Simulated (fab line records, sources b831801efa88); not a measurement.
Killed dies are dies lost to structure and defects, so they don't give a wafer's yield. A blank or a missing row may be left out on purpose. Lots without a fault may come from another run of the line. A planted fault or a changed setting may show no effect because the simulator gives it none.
fab line records | flow sfq_line
record lots=5 wafers=14 last_day=94
route steps=325 shown M0@42 I0@43
lots that met no fault: from a run of the same line without faults
start_h: hours from the record's first day to the start of the lot's first wafer shown | wait_h: hours since the lot's step before | " the same as in the row above | L1.1+2: a row that stands for several wafers | - no value, or no start given | * or withheld: withheld | < > ~ a bound
route shown NAME@n: a module of which the file shows steps, and the number in the route of the first | usual: mean/standard deviation of fault-free wafers | same: alike in all rows | chamber/n: place in a boat | sites: the reading at each site | _std_site: their standard deviation | _edge_site: outer sites' mean less inner sites' | radius_mm: how far each site lies from the wafer's centre | mask NAME#n: copy n | behind: the tool/chamber that last shaped the wafer | hold: why the lot was held/for how many hours/how that ended | device: the transistor (n, p or np) that didn't switch | end of line: the same wafers' tests at the end of the route | a step without rows: its recipe alone | killed: dies lost to structure and defects at the first sort, not the wafer's yield | map: a wafer's dies, x killed, . not, _ none there
set.NAME: the setting as run; set.NAME@STEP: as run at that earlier step | model.NAME: the simulator's own value behind a step, which no gauge read
lots at some steps of the route; a table a step, a row a wafer
services: from which hour (start_h, from the record's first day; less than 0 if before it) a tool's chamber was out of use, for how many hours, and why
## steps
# step SFQ_TRILAYER_M0_STRIP_SOLV_CLEAN_026
# recipe chemistry=NMP temp_c=70 time_s=600
# step SFQ_TRILAYER_I0_DEP_PECVD_027
# recipe material=SiO2 temp_c=150 time_s=111.11 pressure_torr=2.4 rf_w=183.3 precursor=SiH4/N2O target_thk_nm=500
# usual heater_power_w=90/9 throttle_valve_pct=24.5/0.96
# columns lot.wafer tool chamber start_h wait_h heater_power_w throttle_valve_pct
L945.2 pecvd-04 0 276.05 0.0 98 23.8
L945.3 " 1 " " 79 25.2
L945.5 " 1 " " 81 25.0
L948.1 pecvd-04 0 314.58 0.0 99 23.9
L948.2 " 1 " " 79 25.2
L948.3 " 2 " " 92 25.2
L952.1 pecvd-03 1 356.58 0.0 93 24.1
L952.4 " 2 " " 78 25.3
L952.5 " 0 " " 97 26.1
L959.3 pecvd-04 0 410.39 0.0 99 24.1
L959.4 " 2 " " 94 25.7
L964.1 pecvd-01 1 466.38 0.0 95 24.8
L964.5 " 0 " " 83 23.8
L964.6 " 1 " " 99 24.8
# step SFQ_TRILAYER_I0_CMP_CMP_028
# recipe material=SiO2 down_force_psi=3 platen_rpm=60 pad_velocity_m_s=0.94248
# usual motor_current_A=10.2/0.84 time_to_endpoint_s=217/7.9
# columns lot.wafer tool chamber start_h wait_h motor_current_A time_to_endpoint_s
L945.3 cmp-02 2 277.23 1.1 11.4 210
L945.2 " 0 278.23 2.1 8.0 229
L945.5 " 2 279.23 3.1 10.6 211
L948.1 cmp-01 2 318.88 4.3 9.9 218
L948.2 " 0 319.88 5.3 10.6 210
L948.3 " 1 " " 10.3 222
L952.4 cmp-02 3 365.25 8.6 10.4 214
L952.1 " 0 " " 7.9 221
L952.5 " 2 366.75 10.1 11.6 208
L959.4 cmp-01 1 410.47 0.0 10.0 209
L959.3 " 2 " " 9.4 208
L964.1 cmp-01 3 467.96 1.5 10.3 226
L964.5 " 0 " " 11.1 230
L964.6 " 1 " " 10.1 224
# step SFQ_I0_BOW_MEAS_907
# recipe mode=bow
# usual I0_BOW=0/6.7
# columns lot.wafer tool chamber start_h wait_h I0_BOW[um]
L945.2 film_metro-02 - 279.75 1.0 -3
L945.3 " - " " -1
L945.5 " - " " -12
L948.1 film_metro-04 - 321.88 2.5 -9
L948.2 " - " " 2
L948.3 " - " " -2
L952.1 film_metro-04 - 367.75 1.5 7
L952.4 " - " " 4
L952.5 " - " " -7
L959.3 film_metro-01 - 413.51 2.0 8
L959.4 " - " " -3
L964.1 film_metro-02 - 469.46 1.0 -1
L964.5 " - " " 1
L964.6 " - " " -1
# step SFQ_TRILAYER_I0_METRO_MEASURE_029
# usual thk_nm=200.1/1.3
# columns lot.wafer tool chamber start_h wait_h thk_nm
L945.2 film_metro-02 - 280.05 0.3 202.1
L945.3 " - " " 199.7
L945.5 " - " " 199.8
L948.1 film_metro-04 - 322.00 0.1 199.4
L948.2 " - " " 199.5
L948.3 " - " " 200.5
L952.1 film_metro-04 - 367.87 0.1 200.0
L952.4 " - " " 200.6
L952.5 " - " " 198.6
L959.3 film_metro-01 - 413.99 0.5 199.7
L959.4 " - " " 200.5
L964.1 film_metro-02 - 469.58 0.1 201.4
L964.5 " - " " 199.0
L964.6 " - " " 200.1
# step SFQ_TRILAYER_I0_VIA_LITHO_COAT_036
# recipe resist=BARC spin_rpm=3000 resist_thk_nm=62
# step SFQ_TRILAYER_I0_VIA_LITHO_COAT_031
# recipe resist=KrF spin_rpm=3000 resist_thk_nm=650
# step SFQ_TRILAYER_I0_VIA_LITHO_SOFTBAKE_035
# recipe temp_c=withheld time_s=withheld resist=KrF
# step SFQ_TRILAYER_I0_VIA_LITHO_EXPOSE_032
# recipe mask_id=I0 na=0.6 source_shape=conventional sigma_outer=0.65 target_cd_nm=500 dose_mj=21.3
# step SFQ_TRILAYER_I0_VIA_LITHO_PEB_034
# recipe peb_temp_c=115 peb_time_s=60 resist=KrF
# step SFQ_TRILAYER_I0_VIA_LITHO_DEVELOP_033
# recipe time_s=60 resist=KrF
# step SFQ_I0_OVL_MEAS_908
# usual I0_OVL=0/5
# columns lot.wafer tool chamber start_h wait_h I0_OVL[nm]
L945.2 overlay-02 - 413.12 0.1 0
L945.3 " - " " -2
L945.5 " - " " 1
L948.1 overlay-01 - 462.77 0.1 2
L948.2 " - " " 4
L948.3 " - " " 5
L952.1 overlay-01 - 511.97 0.1 8
L952.4 " - " " 8
L952.5 " - " " 6
L959.3 overlay-02 - 579.92 0.1 3
L959.4 " - " " 6
L964.1 overlay-02 - 626.71 0.1 -18
L964.5 " - " " -4
L964.6 " - " " -12
# step SFQ_TRILAYER_I0_VIA_BARC_OPEN_VIA_ETCH_046
# recipe mask_material=PR chemistry=O2 target_depth_nm=125 target=BARC source_w=500 bias_w=80 pressure_mtorr=30 time_s=41.7
# usual drypump_motor_current_A=5.5/0.37 oes_product_au=0.685/0.0048
# columns lot.wafer tool chamber start_h wait_h drypump_motor_current_A oes_product_au rf_hours_counter_h model.KrF_of_TRILAYER_I0_VIA_LITHO_COAT_031.thk_nm
L945.2 rie_diel-04 3 413.15 0.0 5.5 0.685 14 573.4
L945.3 " 0 " " 5.0 0.678 64 571.8
L945.5 " 3 " " 5.5 0.691 - 571.2
L948.1 rie_diel-03 2 462.80 0.0 5.7 0.692 67 574.2
L948.2 " 1 " " 5.6 0.689 87 575.5
L948.3 " 2 " " 5.7 0.687 - 575.6
L952.1 rie_diel-04 2 512.00 0.0 4.9 0.688 7 573.9
L952.4 " 0 " " 5.0 0.687 66 576
L952.5 " 1 " " 5.9 0.682 - 572.5
L959.3 rie_diel-04 0 579.95 0.0 5.0 0.685 67 577.6
L959.4 " 2 " " 4.9 0.681 8 580
L964.1 rie_diel-03 3 626.75 0.0 5.3 0.700 2 571
L964.5 " 1 " " 5.6 0.684 - 571.5
L964.6 " 0 " " 5.6 0.685 - 571.3
# step SFQ_TRILAYER_I0_VIA_ETCH_VIA_ETCH_034
# recipe target=SiO2 stop_on=Nb mask_material=PR taper_deg=20 chemistry=CHF3 target_depth_nm=260 source_w=500 bias_w=80 pressure_mtorr=30 time_s=withheld
# usual drypump_motor_current_A=5.5/0.37 oes_product_au=0.855/0.0055
# columns lot.wafer tool chamber start_h wait_h drypump_motor_current_A oes_product_au model.KrF_of_TRILAYER_I0_VIA_LITHO_COAT_031.thk_nm
L945.2 rie_diel-04 3 413.19 0.0 5.4 0.860 528.6
L945.3 " 0 " " 5.0 0.850 527.5
L945.5 " 3 " " 5.4 0.853 526.8
L948.1 rie_diel-03 2 462.86 0.0 5.7 0.858 529.5
L948.2 " 1 " " 5.6 0.850 530.4
L948.3 " 2 " " 5.7 0.855 530.8
L952.1 rie_diel-04 2 512.04 0.0 4.9 0.855 529.5
L952.4 " 0 " " 5.0 0.849 530.2
L952.5 " 1 " " 5.8 0.855 526.9
L959.3 rie_diel-04 0 579.99 0.0 5.0 0.856 533
L959.4 " 2 " " 4.9 0.857 535.6
L964.1 rie_diel-03 3 626.79 0.0 5.3 0.863 526.6
L964.5 " 1 " " 5.6 0.854 527.1
L964.6 " 0 " " 5.6 0.851 526.3
# step SFQ_TRILAYER_I0_VIA_STRIP_STRIP_035
# recipe gas=O2 power_w=200 platen_temp_c=40 overash_fraction=0.65 chemistry=O2 pressure_mtorr=50
# usual drypump_motor_current_A=5.42/0.18 oes_product_au=1.006/0.0099 platen_temp_c=40.02/0.11
# columns lot.wafer tool chamber start_h wait_h drypump_motor_current_A oes_product_au platen_temp_c rf_hours_counter_h
L945.2 rie_metal-04 1 413.51 - 5.15 1.014 39.97 -
L945.3 " 1 " " 5.15 1.014 40.02 -
L945.5 " 1 " " 5.16 1.008 40.07 -
L948.1 rie_metal-01 0 463.03 - 5.38 1.002 40.08 63
L948.2 " 1 " " 5.34 1.022 39.99 137
L948.3 " 0 " " 5.41 0.995 40.02 -
L952.1 rie_metal-04 0 512.16 - 5.27 0.995 40.02 10
L952.4 " 1 " " 5.16 0.996 40.23 -
L952.5 " 1 " " 5.17 0.997 40.13 -
L959.3 rie_metal-01 1 580.30 - 5.36 1.008 40.04 -
L959.4 " 0 " " 5.42 0.993 40.08 -
L964.1 rie_metal-01 1 626.90 - 5.38 1.006 39.86 5
L964.5 " 1 " " 5.36 1.008 39.90 -
L964.6 " 0 " " 5.39 1.003 40.00 -
## services
# columns tool chamber start_h hours kind
rie_diel-03 1 270.53 16.2 repair
pecvd-04 - 283.86 3.4 repair
rie_diel-03 3 285.80 3.6 repair
rie_diel-04 - 292.58 14.6 pm
rie_diel-03 3 322.06 14.0 repair
rie_metal-01 - 323.76 1.2 repair
cmp-01 - 345.88 11.9 pm
pecvd-04 - 381.83 5.5 pm
rie_diel-03 - 418.10 14.6 pm
rie_metal-01 - 422.46 0.2 repair
pecvd-04 1 426.57 39.2 repair
rie_diel-03 - 446.91 2.8 pm
rie_diel-04 0 450.61 1.4 repair
cmp-01 - 457.67 0.4 repair
rie_diel-03 0 459.39 8.4 repair
pecvd-04 - 462.36 1.4 repair
rie_diel-04 - 509.04 0.7 repair
rie_diel-03 3 517.19 11.1 repair
cmp-01 - 522.05 5.8 pm
rie_diel-04 0 542.01 8.0 repair
rie_diel-03 0 570.75 2.3 repair
cmp-01 - 574.89 4.0 pm
rie_diel-04 0 581.37 5.1 repair
rie_diel-03 2 582.79 7.5 repair
## key
first_sign none at tools or gauges
model_effect step=SFQ_TRILAYER_I0_VIA_BARC_OPEN_VIA_ETCH_046 value=KrF_of_TRILAYER_I0_VIA_LITHO_COAT_031.thk_nm without=574.1 struck=578.8
model_effect step=SFQ_TRILAYER_I0_VIA_ETCH_VIA_ETCH_034 value=KrF_of_TRILAYER_I0_VIA_LITHO_COAT_031.thk_nm without=529.6 struck=534.3
met_at SFQ_TRILAYER_I0_VIA_BARC_OPEN_VIA_ETCH_046
struck_wafers L959.3,L959.4
onset_between 512.00 579.95
also_fits SFQ_TRILAYER_I0_DEP_PECVD_027:pecvd-04,SFQ_TRILAYER_I0_METRO_MEASURE_029:film_metro-01
fault kind=process_parameter_drift tool=rie_diel-04 chamber=- onset_h=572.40 steps=SFQ_TRILAYER_I0_VIA_BARC_OPEN_VIA_ETCH_046 channel=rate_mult offset=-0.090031 shape=step end_h=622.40 scope=struck_wafers_only
